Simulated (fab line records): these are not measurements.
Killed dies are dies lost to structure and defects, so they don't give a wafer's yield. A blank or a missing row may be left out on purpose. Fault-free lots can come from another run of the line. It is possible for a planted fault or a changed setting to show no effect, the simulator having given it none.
The same fault as seen by 2 desks | flow gf180mcu | each desk holds nothing but its own numbers, with what lay behind them at the end

== AT THE METROLOGY DESK ==
What the gauges read for every lot (on any tool): the sampled wafers with a number, averaged. Any lot whose mean is over 4 standard deviations away from the usual mean is out of limits and marked OUT; that distance is given in the brackets.
Columns: A = STI_CVD_03_THK at GF_STI_THK_MEAS_04, usual 207.1 nm; B = PSD_TW at GF_PSD_TW_MEAS_11, usual 3196; C = SAB_OVL at GF_SAB_OVL_MEAS_10, usual -1.2 nm; D = CONTACT_W_RS at GF_CONTACT_RS_MEAS_25, usual 0.385 ohm/sq
lot  | first seen here | A     | B                    | C    | D
L463 | day 1 23:34     | 205.3 | 3223                 | -1.5 | 0.392
L464 | day 2 04:36     | 209.0 | 3214                 | -0.8 | 0.393
L466 | day 2 15:41     | 206.6 | 3173                 | -1.3 | 0.382
L467 | day 2 20:04     | 202.8 | 3176                 | -0.1 | 0.393
L468 | day 3 01:04     | 205.4 | 3186                 | -1.8 | 0.390
L469 | day 3 05:35     | 205.8 | 3149                 | 0.0  | 0.384
L470 | day 3 10:50     | 211.4 | 3147                 | -1.6 | 0.379
L471 | day 3 16:01     | 207.1 | 3224                 | -1.2 | 0.381
L472 | day 3 20:35     | 204.6 | 3223                 | -0.3 | 0.389
L474 | day 4 07:22     | 205.2 | 3228                 | 0.1  | 0.386
L480 | day 5 12:34     | 205.1 | 30 (-99 or more) OUT | -0.5 | 0.389
L483 | day 6 03:53     | 207.3 | 3172                 | -2.0 | 0.385
L484 | day 6 08:34     | 205.9 | 3192                 | -3.4 | 0.379
This desk's finding: out of limits on L480; first on L480, day 20 22:25 (PSD_TW at GF_PSD_TW_MEAS_11). In limits: L463, L464, L466, L467, L468, L469, L470, L471, L472, L474, L483, L484.

== DESK OF THE TOOL OWNER: plasma asher-01 ==
The tool's own readings at GF_NSD_STRIP_11 (strips in O2/N2): means of the sampled wafers that have a number, for each lot that ran on this tool. Any lot whose mean is over 4 standard deviations away from the usual mean is out of limits and marked OUT; that distance is given in the brackets.
Columns: A = drypump motor current A at GF_NSD_STRIP_11, usual 5.6 A; B = heater power w at GF_NSD_STRIP_11, usual 329 W; C = oes product au at GF_NSD_STRIP_11, usual 0.487 a.u.; D = strip time to endpoint s at GF_NSD_STRIP_11, usual 22.96 s
lot  | first seen here | A   | B   | C               | D
L466 | day 14 23:19    | 5.7 | 333 | 0.482           | 22.97
L468 | day 15 18:28    | 5.7 | 340 | 0.482           | 23.02
L470 | day 16 12:59    | 5.7 | 352 | 0.488           | 22.91
L480 | day 19 22:34    | 5.8 | 349 | 0.373 (-26) OUT | -
Finding of this desk: L480 out of limits; the first was L480 at day 19 22:34, on oes product au at GF_NSD_STRIP_11. In limits: L466, L468, L470.

== PUT TOGETHER ==
At day 19 22:34, on L480, the tool owner's desk was in a position to raise an alarm.
The metrology desk could have raised an alarm at day 20 22:25, on L480.
All the named lots went through GF_NSD_STRIP_11 on plasma asher-01.

== WHAT HAD BEEN PUT IN BY THE SIMULATOR ==
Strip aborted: plasma asher-01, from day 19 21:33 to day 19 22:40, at GF_NSD_STRIP_11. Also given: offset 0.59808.
Shown lots that were struck: L480.
Fault start to first reading out of limits, in hours, per desk: tool owner, 1; metrology, 25.
